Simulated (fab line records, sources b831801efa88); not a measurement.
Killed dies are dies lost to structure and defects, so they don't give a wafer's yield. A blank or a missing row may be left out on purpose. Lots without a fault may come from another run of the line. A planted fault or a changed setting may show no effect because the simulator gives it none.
Which tool did it? | flow sky130 | 12 lots, 36 wafers sampled, at 5 steps of a route of 708

WHAT THE GAUGES READ, wafer by wafer
The record holds no reading of a measuring or inspecting step that can be judged against a usual standard deviation.

WHICH TOOL RAN EACH LOT (tool, then ch and the chambers of the sampled wafers, then the start)
lot  | SKY_METAL2_SPUTTER_02        | SKY_METAL2_COAT_10                | SKY_METAL3_SPUTTER_04        | SKY_CAPM_SPUTTER_02          | SKY_PAD_OPEN_PROBE_99
L640 | pvd_sputter-01, day 34 05:41 | litho_track-04 ch 0, day 34 18:00 | pvd_sputter-03, day 36 13:52 | pvd_sputter-01, day 36 14:00 | prober-02, day 45 22:31
L641 | pvd_sputter-03, day 34 12:16 | litho_track-03 ch 0, day 35 01:00 | pvd_sputter-02, day 36 19:55 | pvd_sputter-04, day 36 20:03 | -
L642 | pvd_sputter-03, day 34 22:56 | litho_track-03 ch 0, day 35 12:00 | pvd_sputter-03, day 37 06:08 | pvd_sputter-04, day 37 06:16 | -
L643 | pvd_sputter-04, day 35 08:14 | litho_track-04 ch 0, day 35 20:00 | pvd_sputter-01, day 37 15:38 | pvd_sputter-02, day 37 15:46 | prober-01, day 46 23:16
L645 | pvd_sputter-04, day 35 20:35 | litho_track-04 ch 0, day 36 09:00 | pvd_sputter-03, day 38 04:40 | pvd_sputter-01, day 38 04:47 | prober-01, day 47 09:13
L646 | pvd_sputter-04, day 36 08:15 | litho_track-02 ch 0, day 36 21:00 | pvd_sputter-03, day 38 16:04 | pvd_sputter-01, day 38 16:12 | prober-02, day 47 16:52
L649 | pvd_sputter-03, day 37 03:34 | litho_track-03 ch 0, day 37 17:00 | pvd_sputter-02, day 39 09:49 | pvd_sputter-04, day 39 09:57 | -
L652 | pvd_sputter-04, day 38 01:12 | litho_track-02 ch 0, day 38 14:00 | pvd_sputter-01, day 40 06:01 | pvd_sputter-04, day 40 06:08 | -
L656 | pvd_sputter-03, day 39 13:28 | litho_track-03 ch 0, day 40 01:00 | pvd_sputter-01, day 41 17:52 | pvd_sputter-04, day 41 17:59 | prober-02, day 49 23:28
L657 | pvd_sputter-01, day 39 13:49 | litho_track-02 ch 0, day 40 01:00 | pvd_sputter-02, day 41 18:05 | pvd_sputter-01, day 41 18:13 | prober-01, day 49 23:38
L659 | pvd_sputter-04, day 40 03:02 | litho_track-02 ch 0, day 40 15:00 | pvd_sputter-02, day 42 06:43 | pvd_sputter-04, day 42 06:51 | prober-02, day 50 09:20
L663 | pvd_sputter-03, day 41 15:25 | litho_track-04 ch 0, day 42 03:00 | pvd_sputter-01, day 43 17:23 | pvd_sputter-02, day 43 17:32 | -
- SKY_METAL2_SPUTTER_02: material AlCu, target thk 250 nm, time 13.3 s.
- SKY_METAL2_COAT_10: resist thk 450 nm.
- SKY_METAL3_SPUTTER_04: material TiN, target thk 70 nm, time 58.3 s.
- SKY_CAPM_SPUTTER_02: material TiN, target thk 200 nm, time 166.7 s.
- SKY_PAD_OPEN_PROBE_99

WHAT THE TOOLS THEMSELVES READ (means of the sampled wafers that have a number; where no wafer has one, the mark that the record gives instead)
SKY_METAL2_SPUTTER_02.
lot  | tool           | cathode_dc_power_W (W) | chamber_pressure_pa (Pa) | throttle_valve_pct (%)
L640 | pvd_sputter-01 | 10600                  | 0.3999                   | 28.4
L641 | pvd_sputter-03 | 10600                  | 0.4001                   | 30.6
L642 | pvd_sputter-03 | 10600                  | 0.4004                   | 31.4
L643 | pvd_sputter-04 | 10600                  | 0.3990                   | 30.0
L645 | pvd_sputter-04 | 10600                  | 0.3996                   | 30.2
L646 | pvd_sputter-04 | 10598                  | 0.4003                   | 30.0
L649 | pvd_sputter-03 | 10598                  | 0.4003                   | 30.2
L652 | pvd_sputter-04 | 10601                  | 0.3990                   | 30.0
L656 | pvd_sputter-03 | 10601                  | 0.3992                   | 31.3
L657 | pvd_sputter-01 | 10600                  | 0.3993                   | 29.5
L659 | pvd_sputter-04 | 10599                  | 0.4009                   | 29.8
L663 | pvd_sputter-03 | 10601                  | 0.4005                   | 31.3

SKY_METAL2_COAT_10.
lot  | tool           | chill_plate_temp_C (C) | spin_speed_rpm (rpm)
L640 | litho_track-04 | 22.90                  | 2998.9
L641 | litho_track-03 | 22.78                  | 3000.7
L642 | litho_track-03 | 22.92                  | 3002.4
L643 | litho_track-04 | 22.95                  | 3002.7
L645 | litho_track-04 | 23.02                  | 2999.2
L646 | litho_track-02 | 22.93                  | 3003.3
L649 | litho_track-03 | 23.10                  | 3000.2
L652 | litho_track-02 | 23.05                  | 2999.7
L656 | litho_track-03 | 22.95                  | 3000.1
L657 | litho_track-02 | 23.07                  | 2921.8
L659 | litho_track-02 | 22.83                  | 2922.3
L663 | litho_track-04 | 23.01                  | 3001.1

SKY_METAL3_SPUTTER_04.
lot  | tool           | cathode_dc_power_W (W) | chamber_pressure_pa (Pa) | throttle_valve_pct (%)
L640 | pvd_sputter-03 | 6499.4                 | 0.4009                   | 30.1
L641 | pvd_sputter-02 | 6498.9                 | 0.3998                   | 30.6
L642 | pvd_sputter-03 | 6500.6                 | 0.3994                   | 30.3
L643 | pvd_sputter-01 | 6499.9                 | 0.3993                   | 29.3
L645 | pvd_sputter-03 | 6500.5                 | 0.3999                   | 30.4
L646 | pvd_sputter-03 | 6499.6                 | 0.3999                   | 30.0
L649 | pvd_sputter-02 | 6499.2                 | 0.3994                   | 30.4
L652 | pvd_sputter-01 | 6499.6                 | 0.3996                   | 29.4
L656 | pvd_sputter-01 | 6500.2                 | 0.4012                   | 29.5
L657 | pvd_sputter-02 | 6499.5                 | 0.3996                   | 30.8
L659 | pvd_sputter-02 | 6501.2                 | 0.4008                   | 30.6
L663 | pvd_sputter-01 | 6500.0                 | 0.3993                   | 28.5

SKY_CAPM_SPUTTER_02.
lot  | tool           | cathode_dc_power_W (W) | chamber_pressure_pa (Pa) | throttle_valve_pct (%)
L640 | pvd_sputter-01 | 6499.9                 | 0.3998                   | 28.5
L641 | pvd_sputter-04 | 6499.9                 | 0.4011                   | 29.7
L642 | pvd_sputter-04 | 6499.9                 | 0.4001                   | 29.9
L643 | pvd_sputter-02 | 6500.6                 | 0.3998                   | 30.5
L645 | pvd_sputter-01 | 6500.3                 | 0.4001                   | 28.5
L646 | pvd_sputter-01 | 6499.6                 | 0.3998                   | 28.3
L649 | pvd_sputter-04 | 6500.9                 | 0.3997                   | 30.1
L652 | pvd_sputter-04 | 6500.6                 | 0.4002                   | 30.4
L656 | pvd_sputter-04 | 6500.4                 | 0.4002                   | 29.7
L657 | pvd_sputter-01 | 6501.4                 | 0.3999                   | 28.4
L659 | pvd_sputter-04 | 6500.3                 | 0.4006                   | 30.0
L663 | pvd_sputter-02 | 6500.5                 | 0.4002                   | 30.7

SKY_PAD_OPEN_PROBE_99.
lot  | tool      | defect_limited_yield (%) | killed_at_M0_to_M3 | killed_at_M4_up | killed_at_contacts | killed_at_front_end | killed_at_other | killed_dies | killed_open | killed_short | sort_bin_3_pad_short (%) | sort_bin_5_function (%) | sort_bin_6_memory (%) | sort_n_pass | sort_yield_pct (%)
L640 | prober-02 | 82.0                     | 44                 | 4.0             | 25                 | 16                  | 0.0             | 89          | 50          | 37           | 0.8                      | 10.6                    | 6.6                   | 403         | 82.0
L643 | prober-01 | 82.1                     | 44                 | 3.0             | 22                 | 18                  | 1.0             | 88          | 54          | 32           | 0.8                      | 12.4                    | 4.7                   | 404         | 82.1
L645 | prober-01 | 82.3                     | 42                 | 5.0             | 27                 | 13                  | 0.0             | 87          | 49          | 38           | 0.7                      | 10.4                    | 6.6                   | 405         | 82.3
L646 | prober-02 | 82.6                     | 38                 | 3.0             | 29                 | 15                  | 0.3             | 86          | 47          | 38           | 1.1                      | 9.5                     | 6.8                   | 406         | 82.6
L656 | prober-02 | 82.7                     | 44                 | 4.3             | 21                 | 16                  | 0.0             | 85          | 48          | 37           | 0.8                      | 11.0                    | 5.5                   | 407         | 82.7
L657 | prober-01 | 82.5                     | 46                 | 2.7             | 21                 | 16                  | 0.7             | 86          | 45          | 40           | 0.5                      | 11.4                    | 5.6                   | 406         | 82.5
L659 | prober-02 | 83.5                     | 39                 | 4.7             | 19                 | 18                  | 0.0             | 81          | 45          | 36           | 0.7                      | 10.3                    | 5.4                   | 411         | 83.5

THE ANSWER, worked out from the rows above alone
Rule: what is usual is taken from the lots themselves. Put in order of their means at a reading, lots are off if they are a third of the lots or fewer, leave a main group of 4 or more, and stand apart from it by a gap of 3 or more times the standard deviation of the main group's means; of several such gaps the widest counts. A main group whose means are all the same, to the digits that the tables above print for the reading, isn't used. A lot without any number at a reading at which 4 lots or more have one is off too. The other lots that the step has rows for count as sound. The gauges are gone through in route order, then the tools' own readings, and for those a lot's mean is taken as printed above. The first step at which some lot is off is used, and at that step the reading that is off furthest; a lot without a number counts as furthest.
Off: L657, L659, at SKY_METAL2_COAT_10 (spin_speed_rpm). The main group: mean 3000.8 rpm, standard deviation 1.4.
A tool fits if, at that step or a process step before it, it ran every lot that is off, and no sound lot after the first of them. One fits: litho_track-02 at SKY_METAL2_COAT_10. Its last sound lot is L652 (day 38 14:00), its first lot that is off L657 (day 40 01:00): a fault that began between those two fits.
The tool's own readings at SKY_METAL2_COAT_10 bear it out: on the lots that are off they differ by more than 5 times the standard deviation of the sound lots' means. spin_speed_rpm reads 2922.1 rpm there against 3000.8 rpm on the sound lots.

WHAT THE SIMULATOR HAD PUT IN
Process parameter drift: litho_track-02, from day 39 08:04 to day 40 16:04, at SKY_METAL2_COAT_10. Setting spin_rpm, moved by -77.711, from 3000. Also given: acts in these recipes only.
Lots struck among those shown: L657, L659. The rule above found the same.
